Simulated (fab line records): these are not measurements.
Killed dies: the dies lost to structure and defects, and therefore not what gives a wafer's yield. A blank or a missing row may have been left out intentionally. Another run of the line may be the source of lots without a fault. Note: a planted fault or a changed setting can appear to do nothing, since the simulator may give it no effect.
Which tool is to blame? | flow gf180mcu | Sampling: 14 lots, 42 wafers, 5 of 602 route steps

WHAT THE GAUGES READ, wafer by wafer
GF_MVSD_TW_MEAS_11.
lot  | measured     | on            | MVSD_TW
L893 | day 4 12:55  | film metro-04 | 1582 1570 1581
L895 | day 4 21:55  | film metro-04 | 1577 1587 1578
L896 | day 5 04:19  | film metro-04 | 1599 1586 1603
L897 | day 5 08:44  | film metro-03 | 1591 1590 1583
L898 | day 5 13:59  | film metro-03 | 1578 1592 1580
L899 | day 5 21:11  | film metro-03 | 1585 1590 1578
L900 | day 6 03:04  | film metro-03 | 1595 1599 1592
L902 | day 6 14:31  | film metro-04 | 1592 1585 1587
L903 | day 6 21:49  | film metro-04 | 1597 1592 1585
L905 | day 7 08:32  | film metro-01 | 1580 1586 1579
L908 | day 8 00:48  | film metro-01 | 1588 1588 1584
L910 | day 8 11:27  | film metro-04 | 1587 1591 1588
L911 | day 8 22:29  | film metro-01 | 1587 1577 1585
L916 | day 10 02:56 | film metro-04 | 1597 1595 1596

GF_HV_LDD_TW_MEAS_50.
lot  | measured     | on            | HV_LDD_4_TW
L893 | day 12 11:37 | film metro-04 | 572.8 573.9 569.4
L895 | day 12 22:13 | film metro-03 | 574.1 575.9 573.0
L896 | day 13 07:02 | film metro-04 | 578.2 578.1 577.3
L897 | day 13 15:39 | film metro-01 | 574.9 573.7 572.8
L898 | day 14 00:38 | film metro-03 | 568.1 570.1 568.5
L899 | day 14 09:23 | film metro-04 | 577.5 577.0 576.0
L900 | day 14 16:02 | film metro-04 | 580.7 573.8 575.6
L902 | day 15 09:43 | film metro-04 | 572.6 573.3 573.0
L903 | day 15 18:54 | film metro-04 | 571.8 575.4 576.2
L905 | day 16 06:17 | film metro-03 | 574.4 568.6 569.8
L908 | day 17 09:28 | film metro-03 | 536.9 536.3 537.6
L910 | day 18 00:50 | film metro-03 | 569.4 572.1 575.6
L911 | day 18 15:25 | film metro-04 | 537.2 535.2 539.3
L916 | day 20 08:12 | film metro-01 | 575.3 576.4 573.9

GF_PSD_OVL_MEAS_08.
lot  | measured     | on         | PSD_OVL (nm)
L893 | day 14 07:32 | overlay-02 | 1.9 1.2 0.4
L895 | day 14 19:24 | overlay-02 | -0.4 0.0 0.3
L896 | day 15 03:20 | overlay-01 | 2.2 2.3 1.4
L897 | day 15 13:23 | overlay-01 | 0.3 -0.1 0.6
L898 | day 15 23:20 | overlay-01 | 0.5 3.5 1.9
L899 | day 16 08:09 | overlay-02 | 1.7 0.4 2.5
L900 | day 16 14:25 | overlay-02 | -0.5 -1.8 1.4
L902 | day 17 09:46 | overlay-02 | 2.0 2.3 1.2
L903 | day 17 17:58 | overlay-02 | 2.4 1.9 1.8
L905 | day 18 07:18 | overlay-01 | 2.9 1.6 2.2
L908 | day 19 14:47 | overlay-02 | 2.1 2.4 4.7
L910 | day 20 05:13 | overlay-02 | 2.2 2.6 1.1
L911 | day 20 19:49 | overlay-02 | -0.5 -0.5 -0.2
L916 | day 22 12:13 | overlay-01 | -2.7 -0.3 -1.6

WHAT TOOL EACH LOT RAN ON (gives the tool, then ch and the chambers of the sampled wafers, and finally the start)
lot  | GF_HV_LDD_IMPLANT_48            | GF_HV_LDD_RTA_52
L893 | implanter-03 ch 0, day 12 11:22 | rtp anneal-01 ch 0, day 12 11:44
L895 | implanter-01 ch 0, day 12 21:58 | rtp anneal-01 ch 0, day 12 22:20
L896 | implanter-01 ch 0, day 13 06:47 | rtp anneal-01 ch 0, day 13 07:09
L897 | implanter-01 ch 0, day 13 15:25 | rtp anneal-02 ch 0, day 13 15:46
L898 | implanter-03 ch 0, day 14 00:23 | rtp anneal-01 ch 0, day 14 00:45
L899 | implanter-02 ch 0, day 14 09:08 | rtp anneal-01 ch 0, day 14 09:30
L900 | implanter-01 ch 0, day 14 15:47 | rtp anneal-02 ch 0, day 14 16:09
L902 | implanter-02 ch 0, day 15 09:29 | rtp anneal-02 ch 0, day 15 09:50
L903 | implanter-02 ch 0, day 15 18:40 | rtp anneal-02 ch 0, day 15 19:01
L905 | implanter-01 ch 0, day 16 06:03 | rtp anneal-02 ch 0, day 16 06:23
L908 | implanter-03 ch 0, day 17 09:13 | rtp anneal-02 ch 0, day 17 09:35
L910 | implanter-01 ch 0, day 18 00:35 | rtp anneal-02 ch 0, day 18 00:57
L911 | implanter-03 ch 0, day 18 15:11 | rtp anneal-01 ch 0, day 18 15:32
L916 | implanter-01 ch 0, day 20 07:58 | rtp anneal-02 ch 0, day 20 08:22
- GF_HV_LDD_IMPLANT_48
- GF_HV_LDD_RTA_52: time 10 s.

AS READ BY THE TOOLS THEMSELVES (means over the sampled wafers that have a number; for cases with no such wafer, the mark the record gives instead)
GF_HV_LDD_IMPLANT_48.
lot  | tool         | beam on s (s) | faraday current uA
L893 | implanter-03 | 9.90          | 171
L895 | implanter-01 | 10.03         | 168
L896 | implanter-01 | 9.99          | 169
L897 | implanter-01 | 9.86          | 171
L898 | implanter-03 | 9.98          | 169
L899 | implanter-02 | 10.10         | 167
L900 | implanter-01 | 10.05         | 168
L902 | implanter-02 | 9.97          | 170
L903 | implanter-02 | 10.13         | 168
L905 | implanter-01 | 9.91          | 171
L908 | implanter-03 | 8.03          | 210
L910 | implanter-01 | 10.37         | 163
L911 | implanter-03 | 8.03          | 210
L916 | implanter-01 | 10.31         | 164

GF_HV_LDD_RTA_52.
lot  | tool          | anneal temp c max | lamp power pct (%) | wafer_temp_C_max
L893 | rtp anneal-01 | 1004.1            | 40                 | 1003.4
L895 | rtp anneal-01 | 1003.7            | 40                 | 1004.5
L896 | rtp anneal-01 | 1004.2            | 40                 | 1004.8
L897 | rtp anneal-02 | 1006.8            | 33                 | 1005.1
L898 | rtp anneal-01 | 1004.7            | 40                 | 1004.5
L899 | rtp anneal-01 | 1004.2            | 40                 | 1003.6
L900 | rtp anneal-02 | 1006.6            | 33                 | 1005.4
L902 | rtp anneal-02 | 1009.4            | 33                 | 1004.4
L903 | rtp anneal-02 | 1008.4            | 33                 | 1004.9
L905 | rtp anneal-02 | 1008.1            | 33                 | 1005.7
L908 | rtp anneal-02 | 1008.2            | 33                 | 1005.4
L910 | rtp anneal-02 | 1005.4            | 33                 | 1006.4
L911 | rtp anneal-01 | 1003.0            | 40                 | 1004.3
L916 | rtp anneal-02 | 1006.8            | 33                 | 1005.1

THE ANSWER, worked out from the rows above alone
Rule: the lots themselves supply what counts as usual. Put in order of their means at a reading, lots are off if they are a third of the lots or fewer, leave a main group of 4 or more, and stand apart from it by a gap of 3 or more times the standard deviation of the main group's means; of several such gaps the widest counts. A main group whose means are all the same, to the digits that the tables above print for the reading, isn't used. A lot without any number at a reading at which 4 lots or more have one is off too. The other lots that the step has rows for count as sound. After the gauges, taken in route order, come the tools' own readings; for these a lot's mean is taken, as printed above. The first step at which some lot is off is used, and at that step the reading that is off furthest; a lot without a number counts as furthest.
Off: at GF_HV_LDD_TW_MEAS_50 (HV_LDD_4_TW), L908, L911. For the main group the mean is 573.9 and the standard deviation 2.5.
If a tool, at a process step before that reading, ran all the lots that are off and no sound lot after the first of them, it fits. Not tried: the gauges at GF_HV_LDD_TW_MEAS_50; whatever is off there is also off at GF_HV_LDD_IMPLANT_48, on other tools, and gauge error can't account for it. One candidate fits, namely implanter-03 at GF_HV_LDD_IMPLANT_48. A fault onset in the window from L898 (day 14 00:23, its last sound lot) to L908 (day 17 09:13, its first lot off) fits.
The tool's own readings at GF_HV_LDD_IMPLANT_48 bear it out: on the lots that are off they differ by more than 5 times the standard deviation of the sound lots' means. beam on s reads 8.03 s there against 10.05 s on the sound lots; faraday current uA reads 210 there against 168 on the sound lots.

WHAT THE SIMULATOR HAD PUT IN
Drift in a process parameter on implanter-03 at GF_HV_LDD_IMPLANT_48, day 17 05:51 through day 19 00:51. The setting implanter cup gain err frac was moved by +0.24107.
Shown lots that were struck: L908, L911. The same result came from the rule above.
